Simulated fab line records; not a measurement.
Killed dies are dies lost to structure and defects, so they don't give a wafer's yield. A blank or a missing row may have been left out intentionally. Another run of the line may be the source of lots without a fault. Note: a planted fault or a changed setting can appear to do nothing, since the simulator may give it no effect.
Code-filled problem report in 8D (eight disciplines) form	flow sky130	the parts of the form that need people (team, actions taken, sign-off) are left out

## 1. THE PROBLEM
NWELL_00_OVL at SKY_NWELL_OVL_MEAS_10 reads a mean of 170.3 nm on 12 wafers of 4 lots; wafers without a fault read 0.8 nm with a standard deviation of 1.2. So: +99 or more standard deviations from the usual mean.
The first sign was on wafer L313.2 at day 5 23:59, on overlay-02. The record holds 36 wafers of 12 lots with a number at this step. By rule, "out" or "out of limits" means more than 4 standard deviations away from the usual mean. Any other wafer with a number is counted as sound.

## 2. WHAT THIS IS AND IS NOT
question	is	is not
which readings at this step	NWELL_00_OVL	-
which lots	L313, L314, L315, L316	L309, L311, L322, L323, L326, L328, L329, L331
which wafers of those lots	all that have a number	-
read on which gauges	overlay-01, overlay-02	-
when	from day 5 23:59	up to then (6 sound wafers); but 18 sound wafers of L322, L323, L326, L328, L329, L331 came after

## 3. THE SUSPECTS, EACH WITH WHAT RULES IT OUT
Counting: any tool at a process step up to the reading is kept as a suspect provided that every lot that is out went through it and no sound lot did after the first of them.
- ruled out: the gauge at SKY_NWELL_OVL_MEAS_10. Those wafers that are out were read across 2 gauges (overlay-01, overlay-02).
- cmp-01 at SKY_FIELD_ISO_CMP_27 (polishes, stops on Si3N4, t overpolish 16 s, target thk 457.8 nm): ruled out as a lasting fault. Sound lots L326, L328 ran on it after its first lot that is out, L313 (day 3 12:17).
- iline stepper-01 at SKY_NWELL_EXPOSE_07 (exposes mask NWM, target cd 840 nm): kept. It processed each lot that is out, first L313 at day 5 15:45, and no sound lot thereafter; up to then, the last sound lot it processed was L311 at day 5 13:49.
Left after counting: iline stepper-01 at SKY_NWELL_EXPOSE_07.

## 4. THE CAUSE (what the simulator had put in)
Scanner matching overlay: iline stepper-01, from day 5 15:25 on, at SKY_NWELL_EXPOSE_07. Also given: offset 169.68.
Only this tool survived the counting.

## 5. SEQUENCE OF EFFECTS, ordered by route
One row per reading whose mean, taken over the struck wafers that have a number, lies over 3 standard deviations from the usual. Only readings for which the record gives a usual standard deviation are gone through. hours: the time from each lot's start at the first step in this table that gives one to its start at this step, as a median over the lots. sigmas: the change in usual standard deviations.
hours	step	reading	usual	on struck wafers	change	sigmas
0	SKY_NWELL_OVL_MEAS_10	NWELL_00_OVL	0.8 nm	170.3	+169.5	+99 or more

## 6. WHAT WOULD HAVE CAUGHT IT SOONER
Counted from the fault's start at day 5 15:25, it took 9 hours until the first out-of-limits reading at a measuring or inspecting step in this record, taken at day 5 23:59.
Lots out: 4; of these, L316, L315 started SKY_NWELL_EXPOSE_07 on iline stepper-01 after day 5 23:59. A hold on the tool at that time would have spared those 2.
